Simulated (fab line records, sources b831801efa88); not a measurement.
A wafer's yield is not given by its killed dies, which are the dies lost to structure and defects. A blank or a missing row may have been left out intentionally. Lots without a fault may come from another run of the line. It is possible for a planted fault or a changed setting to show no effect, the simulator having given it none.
Which tool is to blame? || flow sky130 || 36 wafers from 12 lots sampled at 4 of the route's 708 steps

## WHAT THE GAUGES READ, wafer by wafer
SKY_POLY_GATE_CD_MEAS_22. Usual: 150.7 nm for cd_nm, sd 2.1.
{"lot": "L314", "measured": "day 16 15:16", "on": "cd_sem-01", "cd_nm (nm)": "150.5 148.9 149.1", "flag": ""}
{"lot": "L315", "measured": "day 16 20:58", "on": "cd_sem-01", "cd_nm (nm)": "151.6 151.1 150.6", "flag": ""}
{"lot": "L316", "measured": "day 17 12:33", "on": "cd_sem-02", "cd_nm (nm)": "151.5 151.4 151.2", "flag": ""}
{"lot": "L317", "measured": "day 17 12:35", "on": "cd_sem-01", "cd_nm (nm)": "151.6 151.9 151.7", "flag": ""}
{"lot": "L324", "measured": "day 20 06:37", "on": "cd_sem-02", "cd_nm (nm)": "152.7 147.6 151.4", "flag": ""}
{"lot": "L325", "measured": "day 20 11:38", "on": "cd_sem-02", "cd_nm (nm)": "152.7 150.5 154.2", "flag": ""}
{"lot": "L330", "measured": "day 22 06:53", "on": "cd_sem-02", "cd_nm (nm)": "150.1 152.1 150.5", "flag": ""}
{"lot": "L332", "measured": "day 23 08:38", "on": "cd_sem-01", "cd_nm (nm)": "151.2 152.1 150.8", "flag": ""}
{"lot": "L334", "measured": "day 23 17:36", "on": "cd_sem-01", "cd_nm (nm)": "151.6 151.8 150.7", "flag": ""}
{"lot": "L335", "measured": "day 23 22:37", "on": "cd_sem-02", "cd_nm (nm)": "152.7 148.0 153.3", "flag": ""}
{"lot": "L336", "measured": "day 24 07:46", "on": "cd_sem-02", "cd_nm (nm)": "152.8 150.3 151.7", "flag": ""}
{"lot": "L337", "measured": "day 24 19:13", "on": "cd_sem-01", "cd_nm (nm)": "151.0 153.6 151.4", "flag": ""}

SKY_LDD_HVP_TW_MEAS_10. Usual: LDD_HVP_TW typically reads 450, with standard deviation 3.7.
{"lot": "L314", "measured": "day 21 19:39", "on": "film_metro-04", "LDD_HVP_TW": "451 453 451", "flag": ""}
{"lot": "L315", "measured": "day 21 23:46", "on": "film_metro-03", "LDD_HVP_TW": "449 450 450", "flag": ""}
{"lot": "L316", "measured": "day 22 15:43", "on": "film_metro-04", "LDD_HVP_TW": "448 451 448", "flag": ""}
{"lot": "L317", "measured": "day 22 15:20", "on": "film_metro-04", "LDD_HVP_TW": "449 448 451", "flag": ""}
{"lot": "L324", "measured": "day 25 09:29", "on": "film_metro-01", "LDD_HVP_TW": "525 522 521", "flag": "OFF"}
{"lot": "L325", "measured": "day 25 13:55", "on": "film_metro-01", "LDD_HVP_TW": "521 521 521", "flag": "OFF"}
{"lot": "L330", "measured": "day 27 05:07", "on": "film_metro-03", "LDD_HVP_TW": "448 450 453", "flag": ""}
{"lot": "L332", "measured": "day 28 05:00", "on": "film_metro-01", "LDD_HVP_TW": "454 454 455", "flag": ""}
{"lot": "L334", "measured": "day 28 14:25", "on": "film_metro-03", "LDD_HVP_TW": "443 442 443", "flag": ""}
{"lot": "L335", "measured": "day 28 20:10", "on": "film_metro-04", "LDD_HVP_TW": "452 453 455", "flag": ""}
{"lot": "L336", "measured": "day 29 03:55", "on": "film_metro-04", "LDD_HVP_TW": "453 453 451", "flag": ""}
{"lot": "L337", "measured": "day 29 13:55", "on": "film_metro-03", "LDD_HVP_TW": "451 447 447", "flag": ""}

## EACH LOT AND THE TOOL THAT RAN IT (in order: tool; ch and the chambers of the sampled wafers; start)
{"lot": "L314", "SKY_SONOS_ONO_STRIP_17": "plasma_asher-02 ch 0,1, day 12 23:17", "SKY_LDD_HVP_IMPLANT_08": "implanter-03 ch 0, day 21 19:24"}
{"lot": "L315", "SKY_SONOS_ONO_STRIP_17": "plasma_asher-02 ch 0,1, day 13 00:29", "SKY_LDD_HVP_IMPLANT_08": "implanter-03 ch 0, day 21 23:31"}
{"lot": "L316", "SKY_SONOS_ONO_STRIP_17": "plasma_asher-04 ch 0,1, day 13 11:47", "SKY_LDD_HVP_IMPLANT_08": "implanter-02 ch 0, day 22 15:29"}
{"lot": "L317", "SKY_SONOS_ONO_STRIP_17": "plasma_asher-04 ch 0,1, day 13 13:40", "SKY_LDD_HVP_IMPLANT_08": "implanter-04 ch 0, day 22 15:08"}
{"lot": "L324", "SKY_SONOS_ONO_STRIP_17": "plasma_asher-03 ch 0,1, day 15 21:52", "SKY_LDD_HVP_IMPLANT_08": "implanter-04 ch 0, day 25 09:16"}
{"lot": "L325", "SKY_SONOS_ONO_STRIP_17": "plasma_asher-02 ch 0,1, day 16 04:40", "SKY_LDD_HVP_IMPLANT_08": "implanter-04 ch 0, day 25 13:42"}
{"lot": "L330", "SKY_SONOS_ONO_STRIP_17": "plasma_asher-03 ch 0,1, day 17 22:05", "SKY_LDD_HVP_IMPLANT_08": "implanter-03 ch 0, day 27 04:53"}
{"lot": "L332", "SKY_SONOS_ONO_STRIP_17": "plasma_asher-03 ch 0,1, day 19 02:38", "SKY_LDD_HVP_IMPLANT_08": "implanter-03 ch 0, day 28 04:45"}
{"lot": "L334", "SKY_SONOS_ONO_STRIP_17": "plasma_asher-02 ch 0,1, day 19 11:53", "SKY_LDD_HVP_IMPLANT_08": "implanter-03 ch 0, day 28 14:11"}
{"lot": "L335", "SKY_SONOS_ONO_STRIP_17": "plasma_asher-02 ch 0,1, day 19 18:17", "SKY_LDD_HVP_IMPLANT_08": "implanter-03 ch 0, day 28 19:55"}
{"lot": "L336", "SKY_SONOS_ONO_STRIP_17": "plasma_asher-03 ch 0,1, day 20 04:05", "SKY_LDD_HVP_IMPLANT_08": "implanter-04 ch 0, day 29 03:41"}
{"lot": "L337", "SKY_SONOS_ONO_STRIP_17": "plasma_asher-02 ch 1, day 20 14:26", "SKY_LDD_HVP_IMPLANT_08": "implanter-04 ch 0, day 29 13:40"}
- SKY_SONOS_ONO_STRIP_17: strips in O2/N2.
- SKY_LDD_HVP_IMPLANT_08

## WHAT THE TOOLS THEMSELVES READ (means of the sampled wafers that have a number; where no wafer has one, the mark that the record gives instead)
SKY_SONOS_ONO_STRIP_17. Usual: drypump_motor_current_A 6.0 A, standard deviation 0.39; oes_product_au 0.709 a.u., standard deviation 0.0049; strip_time_to_endpoint_s 14.10 s, standard deviation 0.047.
{"lot": "L314", "tool": "plasma_asher-02", "drypump_motor_current_A (A)": 6.1, "oes_product_au (a.u.)": 0.714, "strip_time_to_endpoint_s (s)": 13.99, "flag": ""}
{"lot": "L315", "tool": "plasma_asher-02", "drypump_motor_current_A (A)": 6.1, "oes_product_au (a.u.)": 0.709, "strip_time_to_endpoint_s (s)": 14.16, "flag": ""}
{"lot": "L316", "tool": "plasma_asher-04", "drypump_motor_current_A (A)": 5.5, "oes_product_au (a.u.)": 0.705, "strip_time_to_endpoint_s (s)": 14.07, "flag": ""}
{"lot": "L317", "tool": "plasma_asher-04", "drypump_motor_current_A (A)": 5.4, "oes_product_au (a.u.)": 0.707, "strip_time_to_endpoint_s (s)": 14.08, "flag": ""}
{"lot": "L324", "tool": "plasma_asher-03", "drypump_motor_current_A (A)": 6.5, "oes_product_au (a.u.)": 0.705, "strip_time_to_endpoint_s (s)": 14.13, "flag": ""}
{"lot": "L325", "tool": "plasma_asher-02", "drypump_motor_current_A (A)": 6.0, "oes_product_au (a.u.)": 0.710, "strip_time_to_endpoint_s (s)": 14.11, "flag": ""}
{"lot": "L330", "tool": "plasma_asher-03", "drypump_motor_current_A (A)": 6.4, "oes_product_au (a.u.)": 0.710, "strip_time_to_endpoint_s (s)": 14.10, "flag": ""}
{"lot": "L332", "tool": "plasma_asher-03", "drypump_motor_current_A (A)": 6.5, "oes_product_au (a.u.)": 0.707, "strip_time_to_endpoint_s (s)": 14.07, "flag": ""}
{"lot": "L334", "tool": "plasma_asher-02", "drypump_motor_current_A (A)": 6.0, "oes_product_au (a.u.)": 0.713, "strip_time_to_endpoint_s (s)": 14.13, "flag": ""}
{"lot": "L335", "tool": "plasma_asher-02", "drypump_motor_current_A (A)": 6.1, "oes_product_au (a.u.)": 0.709, "strip_time_to_endpoint_s (s)": 14.08, "flag": ""}
{"lot": "L336", "tool": "plasma_asher-03", "drypump_motor_current_A (A)": 6.4, "oes_product_au (a.u.)": 0.714, "strip_time_to_endpoint_s (s)": 14.11, "flag": ""}
{"lot": "L337", "tool": "plasma_asher-02", "drypump_motor_current_A (A)": 6.0, "oes_product_au (a.u.)": 0.706, "strip_time_to_endpoint_s (s)": 14.11, "flag": ""}

SKY_LDD_HVP_IMPLANT_08. Usual: dose_ions_cm2 1.6998e+13, standard deviation 1.6e+10; faraday_current_uA 95.9, standard deviation 1.9.
{"lot": "L314", "tool": "implanter-03", "dose_ions_cm2": 1.6988e+13, "faraday_current_uA": 97.1, "flag": ""}
{"lot": "L315", "tool": "implanter-03", "dose_ions_cm2": 1.7012e+13, "faraday_current_uA": 99.3, "flag": ""}
{"lot": "L316", "tool": "implanter-02", "dose_ions_cm2": 1.7022e+13, "faraday_current_uA": 96.3, "flag": ""}
{"lot": "L317", "tool": "implanter-04", "dose_ions_cm2": 1.6999e+13, "faraday_current_uA": 95.8, "flag": ""}
{"lot": "L324", "tool": "implanter-04", "dose_ions_cm2": 2.6063e+13, "faraday_current_uA": 147.2, "flag": "OFF"}
{"lot": "L325", "tool": "implanter-04", "dose_ions_cm2": 2.6075e+13, "faraday_current_uA": 144.2, "flag": "OFF"}
{"lot": "L330", "tool": "implanter-03", "dose_ions_cm2": 1.7006e+13, "faraday_current_uA": 96.1, "flag": ""}
{"lot": "L332", "tool": "implanter-03", "dose_ions_cm2": 1.7003e+13, "faraday_current_uA": 96.7, "flag": ""}
{"lot": "L334", "tool": "implanter-03", "dose_ions_cm2": 1.7001e+13, "faraday_current_uA": 96.0, "flag": ""}
{"lot": "L335", "tool": "implanter-03", "dose_ions_cm2": 1.7016e+13, "faraday_current_uA": 95.4, "flag": ""}
{"lot": "L336", "tool": "implanter-04", "dose_ions_cm2": 1.6985e+13, "faraday_current_uA": 96.7, "flag": ""}
{"lot": "L337", "tool": "implanter-04", "dose_ions_cm2": 1.6993e+13, "faraday_current_uA": 95.5, "flag": ""}

## THE ANSWER, worked out from the rows above alone
Rule: a lot counts as off when the mean over its wafers that have a number is more than 3 standard deviations away from the usual mean. Also off: a lot with no number at a reading for which 4 or more lots have one. All remaining lots with rows at the step are treated as sound. Order of review: gauges by route order, followed by the tools' own readings, for which a lot's mean as printed above is used. The first step at which some lot is off is used, and at that step the reading that is off furthest; a lot without a number counts as furthest.
Off: at SKY_LDD_HVP_TW_MEAS_10 (LDD_HVP_TW), L324, L325.
A tool fits if, at a process step before that reading, it ran every lot that is off, and no sound lot after the first of them. The gauges at SKY_LDD_HVP_TW_MEAS_10 aren't tried: what is off there is off at SKY_LDD_HVP_IMPLANT_08 too, on other tools, and a gauge's error can't cause that. Of those tried, none fits.

## WHAT HAD BEEN PUT IN BY THE SIMULATOR
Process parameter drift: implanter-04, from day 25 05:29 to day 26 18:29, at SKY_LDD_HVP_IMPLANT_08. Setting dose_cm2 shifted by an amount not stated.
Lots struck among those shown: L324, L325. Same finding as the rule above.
